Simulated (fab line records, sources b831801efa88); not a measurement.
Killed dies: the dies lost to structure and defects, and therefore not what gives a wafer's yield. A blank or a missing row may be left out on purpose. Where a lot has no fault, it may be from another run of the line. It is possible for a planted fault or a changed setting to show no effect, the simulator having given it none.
fab line records    flow sky130
record: lots: 13  wafers: 39  last_day: 50
route steps=708 shown PWDE@55 NWELL@76 VT_ADJUST_LVTN@105 PAD_OPEN@708
lots with no fault: from the same line, run without faults
start_h: hours from the record's opening day to when the first of the lot's shown wafers began    wait_h: hours since the lot's step before    " same as the row above    L1.1+2: one row covering several wafers at once    - no value, or no start was given    * or withheld: withheld    < > ~ a bound
route shown NAME@n: names a module that has steps shown in the file, with the first one's number in the route    usual: mean/standard deviation of fault-free wafers    same: alike in all rows    chamber/n: place in a boat    sites: each site's reading    _std_site: their standard deviation    _edge_site: the outer-site mean with the inner-site mean subtracted    radius_mm: for every site, how far away it sits from the centre of the wafer    mask NAME#n: copy n    behind: tool/chamber where the wafer was last shaped    hold: the reason the lot was held/the length of the hold in hours/how it ended    device: names the non-switching transistor (n, p or np)    end of line: at the end of the route, the tests of the same wafers    step lacking rows: just its recipe    killed: dies that structure and defects cost at the first sort, which is not the same as the wafer's yield    map: shows each die of a wafer: x if killed, . if not, _ if none is there
set.NAME: the setting as run; set.NAME@STEP: as run at that earlier step    model.NAME: the simulator's own value behind a step, which no gauge read
steps of the route over a sample of lots; a table a step, a row a wafer
services: when a tool's chamber went out of use (start_h, in hours from the record's first day, below 0 if earlier), for how many hours, and the reason
== steps ==
step: SKY_PWDE_TW_MEAS_10
usual: PWDE_TW: 371/4.1
lot.wafer  tool           chamber  start_h  wait_h  PWDE_TW
L728.4     film_metro-04  -        70.83    0.1     378
L728.5     "              -        "        "       378
L728.6     "              -        "        "       378
L729.2     film_metro-03  -        79.19    0.1     370
L729.4     "              -        "        "       369
L729.6     "              -        "        "       370
L730.2     film_metro-01  -        82.74    0.1     365
L730.3     "              -        "        "       367
L730.4     "              -        "        "       368
L731.1     film_metro-03  -        87.82    0.1     371
L731.2     "              -        "        "       370
L731.6     "              -        "        "       370
L732.1     film_metro-03  -        97.28    0.1     371
L732.3     "              -        "        "       371
L732.6     "              -        "        "       371
L733.1     film_metro-01  -        106.90   0.1     368
L733.3     "              -        "        "       369
L733.4     "              -        "        "       367
L735.1     film_metro-01  -        115.97   0.1     366
L735.2     "              -        "        "       365
L735.3     "              -        "        "       364
L737.1     film_metro-03  -        123.80   0.1     371
L737.3     "              -        "        "       372
L737.6     "              -        "        "       370
L738.1     film_metro-04  -        128.53   0.1     375
L738.5     "              -        "        "       375
L738.6     "              -        "        "       375
L739.2     film_metro-01  -        131.41   0.1     367
L739.3     "              -        "        "       367
L739.5     "              -        "        "       365
L741.4     film_metro-01  -        149.51   0.1     363
L741.5     "              -        "        "       363
L741.6     "              -        "        "       364
L750.1     film_metro-01  -        207.91   0.1     366
L750.5     "              -        "        "       368
L750.6     "              -        "        "       368
L749.1     film_metro-03  -        208.65   0.1     372
L749.2     "              -        "        "       371
L749.5     "              -        "        "       372
step: SKY_NWELL_OVL_MEAS_23
usual: NWELL_01_OVL: -1.2/1.2
lot.wafer  tool        chamber  start_h  wait_h  NWELL_01_OVL[nm]
L728.4     overlay-01  -        105.05   -       -2.7
L728.5     "           -        "        "       -3.0
L728.6     "           -        "        "       -2.2
L729.2     overlay-02  -        114.75   -       -1.1
L729.4     "           -        "        "       -2.0
L729.6     "           -        "        "       -2.8
L730.2     overlay-02  -        117.84   -       -3.0
L730.3     "           -        "        "       -1.8
L730.4     "           -        "        "       -2.5
L731.1     overlay-02  -        122.69   -       -1.9
L731.2     "           -        "        "       0.7
L731.6     "           -        "        "       0.5
L732.1     overlay-01  -        132.36   -       -0.7
L732.3     "           -        "        "       -2.6
L732.6     "           -        "        "       -2.3
L733.1     overlay-01  -        139.84   -       -0.3
L733.3     "           -        "        "       -0.4
L733.4     "           -        "        "       0.4
L735.1     overlay-01  -        151.18   -       -0.4
L735.2     "           -        "        "       -1.9
L735.3     "           -        "        "       0.3
L737.1     overlay-02  -        161.01   -       -1.0
L737.3     "           -        "        "       -4.0
L737.6     "           -        "        "       -1.2
L738.1     overlay-01  -        166.16   -       -3.1
L738.5     "           -        "        "       -0.6
L738.6     "           -        "        "       -2.2
L739.2     overlay-01  -        168.78   -       -0.3
L739.3     "           -        "        "       -1.5
L739.5     "           -        "        "       -2.0
L741.4     overlay-01  -        188.43   -       0.9
L741.5     "           -        "        "       0.4
L741.6     "           -        "        "       1.1
L750.1     overlay-01  -        252.16   -       0.9
L750.5     "           -        "        "       -1.7
L750.6     "           -        "        "       -0.3
L749.1     overlay-01  -        254.71   -       0.2
L749.2     "           -        "        "       -0.8
L749.5     "           -        "        "       -1.5
step: SKY_VT_ADJUST_LVTN_IMPLANT_08
recipe: species: B  energy_kev: 30  dose_cm2: 1.57e+12  tilt_deg: withheld
usual: dose_ions_cm2: 1.5701e+12/1.7e+09
lot.wafer  tool          chamber  start_h  wait_h  dose_ions_cm2
L728.4     implanter-02  0        138.59   0.1     1.5705e+12
L728.5     "             0        "        "       1.5699e+12
L728.6     "             0        "        "       1.5738e+12
L729.2     implanter-03  0        150.54   0.0     1.5697e+12
L729.4     "             0        "        "       1.5691e+12
L729.6     "             0        "        "       1.5697e+12
L730.2     implanter-03  0        153.04   0.0     1.571e+12
L730.3     "             0        "        "       1.5675e+12
L730.4     "             0        "        "       1.5684e+12
L731.1     implanter-03  0        159.47   0.0     1.5678e+12
L731.2     "             0        "        "       1.5684e+12
L731.6     "             0        "        "       1.572e+12
L732.1     implanter-02  0        170.95   0.0     1.5663e+12
L732.3     "             0        "        "       1.5681e+12
L732.6     "             0        "        "       1.5699e+12
L733.1     implanter-02  0        180.65   0.0     1.5699e+12
L733.3     "             0        "        "       1.5717e+12
L733.4     "             0        "        "       1.5705e+12
L735.1     implanter-02  0        192.51   0.0     1.5682e+12
L735.2     "             0        "        "       1.5692e+12
L735.3     "             0        "        "       1.5701e+12
L737.1     implanter-02  0        202.40   0.0     1.5701e+12
L737.3     "             0        "        "       1.5692e+12
L737.6     "             0        "        "       1.5707e+12
L738.1     implanter-02  0        209.06   0.0     1.5682e+12
L738.5     "             0        "        "       1.5705e+12
L738.6     "             0        "        "       1.5688e+12
L739.2     implanter-01  0        211.38   0.0     1.5688e+12
L739.3     "             0        "        "       1.5701e+12
L739.5     "             0        "        "       1.5678e+12
L741.4     implanter-02  0        234.12   0.1     1.5704e+12
L741.5     "             0        "        "       1.5689e+12
L741.6     "             0        "        "       1.5676e+12
L750.1     implanter-02  0        302.46   0.0     1.5016e+12
L750.5     "             0        "        "       1.4992e+12
L750.6     "             0        "        "       1.5003e+12
L749.1     implanter-02  0        305.61   0.0     1.4995e+12
L749.2     "             0        "        "       1.4995e+12
L749.5     "             0        "        "       1.4996e+12
step: SKY_VT_ADJUST_LVTN_STRIP_20
recipe: chemistry: O2/N2  power_w: 1400  pressure_mtorr: 1500  platen_temp_c: withheld  o2_flow_sccm: 3000  n2_flow_sccm: 300  overash_fraction: 0.5
usual: drypump_motor_current_A: 5.8/0.44  oes_product_au: 0.716/0.0044  strip_time_to_endpoint_s: 14.18/0.047
lot.wafer  tool             chamber  start_h  wait_h  drypump_motor_current_A  oes_product_au  rf_hours_counter_h  strip_time_to_endpoint_s
L728.4     plasma_asher-02  1        159.48   0.1     5.7                      0.713           -                   14.18
L728.5     "                0        "        "       6.3                      0.710           -                   14.21
L728.6     "                1        "        "       5.7                      0.711           -                   14.17
L729.2     plasma_asher-02  1        169.75   0.1     5.6                      0.713           37                  14.18
L729.4     "                0        "        "       6.3                      0.713           -                   14.19
L729.6     "                1        "        "       5.7                      0.718           -                   14.19
L730.2     plasma_asher-02  1        172.50   0.1     5.6                      0.723           37                  14.11
L730.3     "                1        "        "       5.7                      0.718           -                   14.08
L730.4     "                0        "        "       6.4                      0.714           -                   14.11
L731.1     plasma_asher-01  1        178.30   0.1     5.8                      0.713           7                   14.21
L731.2     "                0        "        "       4.9                      0.721           7                   14.24
L731.6     "                1        "        "       5.8                      0.718           -                   14.22
L732.1     plasma_asher-02  0        191.96   0.1     6.4                      0.716           39                  14.15
L732.3     "                1        "        "       5.7                      0.713           -                   14.20
L732.6     "                0        "        "       6.4                      0.714           -                   14.15
L733.1     plasma_asher-01  1        202.31   0.1     5.7                      0.710           9                   14.25
L733.3     "                0        "        "       5.0                      0.722           -                   14.20
L733.4     "                1        "        "       5.8                      0.718           -                   14.20
L735.1     plasma_asher-04  1        215.20   0.1     5.8                      0.719           51                  14.10
L735.2     "                0        "        "       6.0                      0.723           51                  14.10
L735.3     "                1        "        "       5.8                      0.719           -                   14.10
L737.1     plasma_asher-04  1        224.60   0.1     5.8                      0.711           52                  14.15
L737.3     "                0        "        "       6.0                      0.713           -                   14.13
L737.6     "                1        "        "       5.8                      0.712           -                   14.13
L738.1     plasma_asher-01  0        231.30   0.1     5.0                      0.728           12                  14.15
L738.5     "                0        "        "       4.9                      0.715           -                   14.16
L738.6     "                1        "        "       5.7                      0.716           -                   14.23
L739.2     plasma_asher-02  0        234.46   0.1     6.3                      0.713           44                  14.21
L739.3     "                1        "        "       5.6                      0.713           -                   14.23
L739.5     "                1        "        "       5.6                      0.716           -                   14.19
L741.4     plasma_asher-02  1        257.35   0.1     5.7                      0.711           -                   14.22
L741.5     "                0        "        "       6.4                      0.714           -                   14.25
L741.6     "                1        "        "       5.7                      0.709           -                   14.21
L750.1     plasma_asher-02  1        328.81   0.1     5.7                      0.719           53                  14.11
L750.5     "                1        "        "       5.7                      0.714           -                   14.12
L750.6     "                0        "        "       6.4                      0.718           -                   14.13
L749.1     plasma_asher-04  0        332.50   0.1     6.0                      0.724           61                  14.14
L749.2     "                1        "        "       5.8                      0.718           61                  14.16
L749.5     "                0        "        "       6.0                      0.720           -                   14.17
step: SKY_PAD_OPEN_PROBE_99
usual: killed_at_M0_to_M3: 43/7.3  killed_at_M4_up: 3.0/2  killed_at_contacts: 24/5.2  killed_at_front_end: 15/4.4  killed_at_other: 0.2/0.48  killed_dies: 86/9.1  killed_open: 47/7.3  killed_short: 38/6.4
same: gross_dies: 492  killed_at_back_side: 0
lot.wafer  tool       chamber  start_h  wait_h  killed_at_M0_to_M3  killed_at_M4_up  killed_at_contacts  killed_at_front_end  killed_at_other  killed_dies  killed_open  killed_short
L728.4     prober-01  -        1068.74  0.2     36                  9                27                  13                   0                85           46           39
L728.5     prober-01  -        1068.79  0.2     56                  2                21                  13                   0                92           40           52
L728.6     prober-01  -        1068.84  0.2     28                  4                26                  9                    0                67           42           25
L729.2     prober-02  -        1076.66  0.1     36                  2                36                  16                   0                90           52           35
L729.4     prober-02  -        1076.76  0.2     50                  3                29                  12                   2                96           61           33
L729.6     prober-02  -        1076.86  0.2     39                  2                20                  7                    0                68           40           28
L730.2     prober-01  -        1083.89  0.1     48                  3                26                  7                    0                84           47           37
L730.3     prober-01  -        1083.94  0.2     48                  2                24                  6                    0                80           42           38
L730.4     prober-01  -        1083.99  0.2     29                  1                24                  11                   0                65           34           31
L731.1     prober-02  -        1090.54  0.1     44                  3                33                  9                    0                89           48           41
L731.2     prober-02  -        1090.59  0.1     38                  5                26                  16                   0                85           49           36
L731.6     prober-02  -        1090.79  0.2     55                  6                30                  16                   0                107          60           47
L732.1     prober-01  -        1105.25  0.1     46                  2                16                  19                   0                83           51           32
L732.3     prober-01  -        1105.35  0.2     40                  6                23                  24                   0                93           39           54
L732.6     prober-01  -        1105.50  0.2     45                  3                20                  22                   0                90           46           44
L733.1     prober-02  -        1108.86  0.1     33                  4                28                  13                   0                78           41           37
L733.3     prober-02  -        1108.96  0.2     37                  2                25                  16                   0                80           43           37
L733.4     prober-02  -        1109.01  0.2     38                  3                24                  13                   1                79           42           37
L735.1     prober-02  -        1117.46  0.1     40                  1                25                  13                   0                79           38           41
L735.2     prober-02  -        1117.51  0.1     40                  2                26                  13                   0                81           46           35
L735.3     prober-02  -        1117.56  0.2     29                  6                28                  16                   1                80           43           37
L737.1     prober-02  -        1135.22  0.1     40                  1                22                  13                   0                76           37           39
L737.3     prober-02  -        1135.32  0.2     42                  3                21                  21                   0                87           45           42
L737.6     prober-02  -        1135.47  0.2     40                  4                28                  8                    0                80           40           40
L739.2     prober-01  -        1139.32  0.1     44                  3                16                  23                   0                86           45           41
L739.3     prober-01  -        1139.37  0.2     51                  1                13                  16                   0                81           51           30
L739.5     prober-01  -        1139.47  0.2     33                  4                26                  15                   0                78           39           39
L738.1     prober-02  -        1139.42  0.1     37                  6                18                  19                   0                80           36           44
L738.5     prober-02  -        1139.62  0.2     44                  6                19                  21                   0                90           42           48
L738.6     prober-02  -        1139.67  0.2     54                  2                11                  13                   0                80           37           43
L741.4     prober-02  -        1154.96  0.2     46                  2                27                  24                   0                99           57           42
L741.5     prober-02  -        1155.01  0.2     56                  3                22                  15                   0                96           47           47
L741.6     prober-02  -        1155.06  0.2     42                  2                28                  23                   0                95           55           39
L750.1     prober-02  -        1205.31  0.1     45                  1                17                  11                   0                74           43           31
L750.5     prober-02  -        1205.51  0.2     43                  2                18                  19                   0                82           40           42
L750.6     prober-02  -        1205.56  0.2     30                  1                19                  14                   1                65           33           31
L749.1     prober-02  -        1206.81  0.1     43                  2                26                  15                   0                86           53           33
L749.2     prober-02  -        1206.86  0.1     47                  6                20                  10                   0                83           47           36
L749.5     prober-02  -        1207.01  0.2     38                  0                23                  16                   0                77           39           37
killed by level:class
L728.4 CONTACT:geometric_particle:open=9 VIA3:geometric_particle:open=9 VIA2:geometric_particle:open=7 METAL4:geometric_particle:short=7 LI_CONTACT:geometric_particle:open=5 LOCAL_INTERCONNECT:geometric_particle:short=5 VIA1:geometric_particle:short=5 FIELD_ISO:geometric_particle:open=4
L728.5 VIA1:geometric_particle:open=10 VIA1:geometric_particle:short=8 FIELD_ISO:geometric_particle:short=7 METAL1:geometric_particle:short=7 METAL2:geometric_particle:short=7 VIA2:geometric_particle:open=7 VIA3:geometric_particle:open=7 CONTACT:geometric_particle:short=6
L728.6 CONTACT:geometric_particle:open=9 LI_CONTACT:geometric_particle:open=6 VIA1:geometric_particle:open=5 METAL2:geometric_particle:short=5 VIA3:geometric_particle:open=5 CONTACT:geometric_particle:short=4 VIA2:geometric_particle:open=4 FIELD_ISO:geometric_particle:open=3
L729.2 LI_CONTACT:geometric_particle:open=16 CONTACT:geometric_particle:open=10 VIA1:geometric_particle:open=7 VIA3:geometric_particle:open=7 FIELD_ISO:geometric_particle:short=4 FIELD_ISO:geometric_particle:open=4 LOCAL_INTERCONNECT:geometric_particle:short=4 VIA1:geometric_particle:short=4
L729.4 VIA1:geometric_particle:open=14 LI_CONTACT:geometric_particle:open=12 VIA3:geometric_particle:open=10 CONTACT:geometric_particle:open=7 VIA2:geometric_particle:open=7 FIELD_ISO:geometric_particle:open=5 VIA3:geometric_particle:short=5 LI_CONTACT:geometric_particle:short=4
L729.6 CONTACT:geometric_particle:open=10 VIA1:geometric_particle:open=10 VIA2:geometric_particle:open=8 LI_CONTACT:geometric_particle:open=5 VIA1:geometric_particle:short=5 METAL2:geometric_particle:short=5 VIA2:geometric_particle:short=4 CONTACT:geometric_particle:short=3
L730.2 VIA1:geometric_particle:open=12 CONTACT:geometric_particle:open=7 LI_CONTACT:geometric_particle:open=7 VIA2:geometric_particle:open=7 METAL1:geometric_particle:short=6 CONTACT:geometric_particle:short=5 VIA3:geometric_particle:short=5 METAL2:geometric_particle:short=5
L730.3 VIA1:geometric_particle:open=12 VIA3:geometric_particle:open=8 VIA1:geometric_particle:short=7 LOCAL_INTERCONNECT:geometric_particle:short=6 METAL1:geometric_particle:short=6 VIA2:geometric_particle:open=6 LI_CONTACT:geometric_particle:short=5 CONTACT:geometric_particle:open=5
L730.4 CONTACT:geometric_particle:open=11 LI_CONTACT:geometric_particle:open=6 VIA1:geometric_particle:open=5 METAL1:geometric_particle:short=4 METAL3:geometric_particle:short=4 FIELD_ISO:geometric_particle:open=3 FIELD_ISO:geometric_particle:short=3 LI_CONTACT:geometric_particle:short=3
L731.1 CONTACT:geometric_particle:open=13 VIA2:geometric_particle:open=8 METAL1:geometric_particle:short=7 VIA1:geometric_particle:open=7 CONTACT:geometric_particle:short=6 LI_CONTACT:geometric_particle:open=5 LOCAL_INTERCONNECT:geometric_particle:short=5 FIELD_ISO:geometric_particle:open=4
L731.2 CONTACT:geometric_particle:open=11 VIA1:geometric_particle:open=11 METAL1:geometric_particle:short=10 CONTACT:geometric_particle:short=7 VIA3:geometric_particle:open=5 FIELD_ISO:geometric_particle:open=4 POLY_GATE:geometric_particle:open=4 LI_CONTACT:geometric_particle:open=4
L731.6 VIA1:geometric_particle:open=15 CONTACT:geometric_particle:open=14 VIA2:geometric_particle:open=9 METAL1:geometric_particle:short=6 FIELD_ISO:geometric_particle:short=5 LI_CONTACT:geometric_particle:open=5 CONTACT:geometric_particle:short=5 VIA1:geometric_particle:short=5
L732.1 VIA1:geometric_particle:open=15 VIA3:geometric_particle:open=12 CONTACT:geometric_particle:open=6 VIA2:geometric_particle:open=6 POLY_GATE:geometric_particle:short=5 SPACER:geometric_particle:open=5 LOCAL_INTERCONNECT:geometric_particle:short=4 VIA1:geometric_particle:short=4
L732.3 CONTACT:geometric_particle:open=7 METAL1:geometric_particle:short=7 FIELD_ISO:geometric_particle:short=6 POLY_GATE:geometric_particle:short=6 LI_CONTACT:geometric_particle:open=6 LOCAL_INTERCONNECT:geometric_particle:short=6 METAL2:geometric_particle:short=6 POLY_GATE:geometric_particle:open=5
L732.6 VIA1:geometric_particle:open=11 LI_CONTACT:geometric_particle:open=8 VIA3:geometric_particle:open=7 FIELD_ISO:geometric_particle:open=6 FIELD_ISO:geometric_particle:short=6 CONTACT:geometric_particle:short=6 METAL1:geometric_particle:short=6 METAL2:geometric_particle:short=6
L733.1 CONTACT:geometric_particle:open=9 VIA2:geometric_particle:open=9 VIA1:geometric_particle:open=8 LI_CONTACT:geometric_particle:open=8 METAL2:geometric_particle:short=7 CONTACT:geometric_particle:short=6 FIELD_ISO:geometric_particle:open=4 POLY_GATE:geometric_particle:short=4
L733.3 LI_CONTACT:geometric_particle:open=10 POLY_GATE:geometric_particle:short=7 CONTACT:geometric_particle:open=7 METAL1:geometric_particle:short=7 VIA2:geometric_particle:open=7 VIA1:geometric_particle:short=5 VIA1:geometric_particle:open=5 VIA3:geometric_particle:short=4
L733.4 CONTACT:geometric_particle:open=12 VIA1:geometric_particle:open=6 FIELD_ISO:geometric_particle:open=5 LI_CONTACT:geometric_particle:open=5 METAL1:geometric_particle:short=5 METAL2:geometric_particle:short=5 VIA3:geometric_particle:open=5 LOCAL_INTERCONNECT:geometric_particle:short=3
L735.1 VIA3:geometric_particle:open=8 METAL2:geometric_particle:short=7 LI_CONTACT:geometric_particle:short=6 LI_CONTACT:geometric_particle:open=6 METAL1:geometric_particle:short=6 VIA1:geometric_particle:open=5 POLY_GATE:geometric_particle:short=4 LOCAL_INTERCONNECT:geometric_particle:short=4
L735.2 CONTACT:geometric_particle:open=9 VIA1:geometric_particle:open=9 LI_CONTACT:geometric_particle:open=8 METAL2:geometric_particle:short=6 VIA3:geometric_particle:open=6 VIA2:geometric_particle:open=6 METAL1:geometric_particle:short=4 SPACER:geometric_particle:short=4
L735.3 LI_CONTACT:geometric_particle:open=10 CONTACT:geometric_particle:open=8 METAL1:geometric_particle:short=6 POLY_GATE:geometric_particle:open=5 CONTACT:geometric_particle:short=5 METAL2:geometric_particle:short=5 VIA1:geometric_particle:open=4 VIA2:geometric_particle:open=4
L737.1 CONTACT:geometric_particle:open=10 VIA1:geometric_particle:short=9 VIA3:geometric_particle:open=8 VIA1:geometric_particle:open=7 VIA2:geometric_particle:open=5 FIELD_ISO:geometric_particle:short=4 CONTACT:geometric_particle:short=4 LOCAL_INTERCONNECT:geometric_particle:short=3
L737.3 VIA1:geometric_particle:open=8 VIA2:geometric_particle:open=8 LI_CONTACT:geometric_particle:open=7 METAL1:geometric_particle:short=7 CONTACT:geometric_particle:open=6 FIELD_ISO:geometric_particle:open=5 METAL2:geometric_particle:short=5 SPACER:geometric_particle:open=5
L737.6 VIA1:geometric_particle:open=9 CONTACT:geometric_particle:short=7 CONTACT:geometric_particle:open=7 LI_CONTACT:geometric_particle:open=6 LOCAL_INTERCONNECT:geometric_particle:short=6 VIA3:geometric_particle:open=6 VIA1:geometric_particle:short=5 METAL2:geometric_particle:short=3
L739.2 VIA1:geometric_particle:open=14 SPACER:geometric_particle:short=7 LI_CONTACT:geometric_particle:open=6 POLY_GATE:geometric_particle:short=5 VIA1:geometric_particle:short=5 VIA2:geometric_particle:open=5 VIA3:geometric_particle:open=5 FIELD_ISO:geometric_particle:open=4
L739.3 VIA1:geometric_particle:open=17 METAL2:geometric_particle:short=8 FIELD_ISO:geometric_particle:open=7 VIA3:geometric_particle:open=7 LI_CONTACT:geometric_particle:open=5 VIA2:geometric_particle:open=5 METAL1:geometric_particle:short=5 POLY_GATE:geometric_particle:short=3
L738.1 VIA1:geometric_particle:open=8 FIELD_ISO:geometric_particle:short=6 POLY_GATE:geometric_particle:open=5 CONTACT:geometric_particle:open=5 METAL2:geometric_particle:short=5 FIELD_ISO:geometric_particle:open=4 LI_CONTACT:geometric_particle:short=4 LOCAL_INTERCONNECT:geometric_particle:short=4
L739.5 VIA1:geometric_particle:open=10 CONTACT:geometric_particle:open=8 METAL2:geometric_particle:short=7 CONTACT:geometric_particle:short=6 VIA1:geometric_particle:short=6 FIELD_ISO:geometric_particle:open=5 LI_CONTACT:geometric_particle:open=5 LOCAL_INTERCONNECT:geometric_particle:short=4
L738.5 METAL2:geometric_particle:short=10 VIA1:geometric_particle:open=10 CONTACT:geometric_particle:open=6 METAL1:geometric_particle:short=6 FIELD_ISO:geometric_particle:open=5 POLY_GATE:geometric_particle:short=5 LOCAL_INTERCONNECT:geometric_particle:short=5 CONTACT:geometric_particle:short=5
L738.6 VIA1:geometric_particle:open=10 METAL1:geometric_particle:short=8 METAL2:geometric_particle:short=8 VIA2:geometric_particle:open=6 VIA3:geometric_particle:short=5 FIELD_ISO:geometric_particle:open=4 FIELD_ISO:geometric_particle:short=4 VIA2:geometric_particle:short=4
L741.4 VIA1:geometric_particle:open=14 CONTACT:geometric_particle:open=12 POLY_GATE:geometric_particle:open=9 FIELD_ISO:geometric_particle:short=8 VIA1:geometric_particle:short=7 LOCAL_INTERCONNECT:geometric_particle:short=6 VIA2:geometric_particle:open=6 VIA3:geometric_particle:open=5
L741.5 VIA1:geometric_particle:open=11 METAL1:geometric_particle:short=11 CONTACT:geometric_particle:open=11 VIA2:geometric_particle:open=7 METAL2:geometric_particle:short=7 LI_CONTACT:geometric_particle:open=6 FIELD_ISO:geometric_particle:short=4 CONTACT:geometric_particle:short=4
L741.6 VIA1:geometric_particle:open=16 CONTACT:geometric_particle:open=14 LI_CONTACT:geometric_particle:open=8 METAL1:geometric_particle:short=8 FIELD_ISO:geometric_particle:short=7 FIELD_ISO:geometric_particle:open=5 POLY_GATE:geometric_particle:short=4 LOCAL_INTERCONNECT:geometric_particle:short=4
L750.1 VIA1:geometric_particle:open=10 VIA3:geometric_particle:open=8 CONTACT:geometric_particle:open=8 VIA2:geometric_particle:open=7 METAL2:geometric_particle:short=6 VIA2:geometric_particle:short=5 FIELD_ISO:geometric_particle:short=4 LI_CONTACT:geometric_particle:open=4
L750.5 VIA1:geometric_particle:open=12 FIELD_ISO:geometric_particle:short=10 VIA2:geometric_particle:open=6 METAL2:geometric_particle:short=6 LI_CONTACT:geometric_particle:open=5 CONTACT:geometric_particle:short=5 VIA3:geometric_particle:open=5 VIA3:geometric_particle:short=4
L750.6 LI_CONTACT:geometric_particle:open=7 VIA1:geometric_particle:open=7 METAL1:geometric_particle:short=6 VIA2:geometric_particle:open=5 CONTACT:geometric_particle:open=4 FIELD_ISO:geometric_particle:open=3 POLY_GATE:geometric_particle:open=3 LI_CONTACT:geometric_particle:short=3
L749.1 LI_CONTACT:geometric_particle:open=11 VIA3:geometric_particle:open=10 METAL2:geometric_particle:short=9 VIA1:geometric_particle:open=7 FIELD_ISO:geometric_particle:open=6 CONTACT:geometric_particle:open=6 CONTACT:geometric_particle:short=5 VIA1:geometric_particle:short=4
L749.2 VIA1:geometric_particle:open=13 METAL2:geometric_particle:short=10 LI_CONTACT:geometric_particle:open=6 CONTACT:geometric_particle:open=6 METAL2:geometric_particle:open=4 VIA3:geometric_particle:open=4 FIELD_ISO:geometric_particle:short=3 POLY_GATE:geometric_particle:open=3
L749.5 VIA1:geometric_particle:open=10 METAL2:geometric_particle:short=8 FIELD_ISO:geometric_particle:open=7 CONTACT:geometric_particle:open=7 CONTACT:geometric_particle:short=5 LI_CONTACT:geometric_particle:open=4 METAL1:geometric_particle:short=4 VIA2:geometric_particle:open=4
== services ==
tool             chamber  start_h  hours  kind
plasma_asher-01  0        117.75   -      clean
plasma_asher-01  1        117.75   -      clean
plasma_asher-04  -        151.21   10.0   pm
plasma_asher-04  -        166.19   9.6    repair
implanter-03     -        204.68   10.4   repair
implanter-03     -        244.55   5.0    repair
implanter-03     -        254.01   0.5    repair
implanter-01     -        256.42   6.6    pm
plasma_asher-04  -        257.61   9.2    repair
implanter-03     -        297.52   0.8    repair
implanter-02     -        323.91   3.4    repair
== key ==
first_sign: step: SKY_VT_ADJUST_LVTN_IMPLANT_08  reading: dose_ions_cm2  direction: down  sigmas: 41  usual: *  struck: *
effect none on later readings
met_at SKY_VT_ADJUST_LVTN_IMPLANT_08
struck_lots L749,L750
tester_left_out L749,L750
not_acting_at SKY_PWDE_TW_MEAS_10,SKY_NWELL_OVL_MEAS_23,SKY_VT_ADJUST_LVTN_STRIP_20
onset_between 234.12 302.46
fault: kind: process_parameter_drift  tool: implanter-02  chamber: -  onset_h: 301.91  steps: SKY_VT_ADJUST_LVTN_IMPLANT_08  channel: dose_cm2  offset: *  shape: step  end_h: 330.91  acts_in: *  stated: *
tester_left_out: of these lots the tester's yield and bins aren't shown, on N5 and GAA mostly nor the transistor test; their killed dies are dies lost to structure and defects alone, not to doping, threshold or leakage, so they don't give the yield
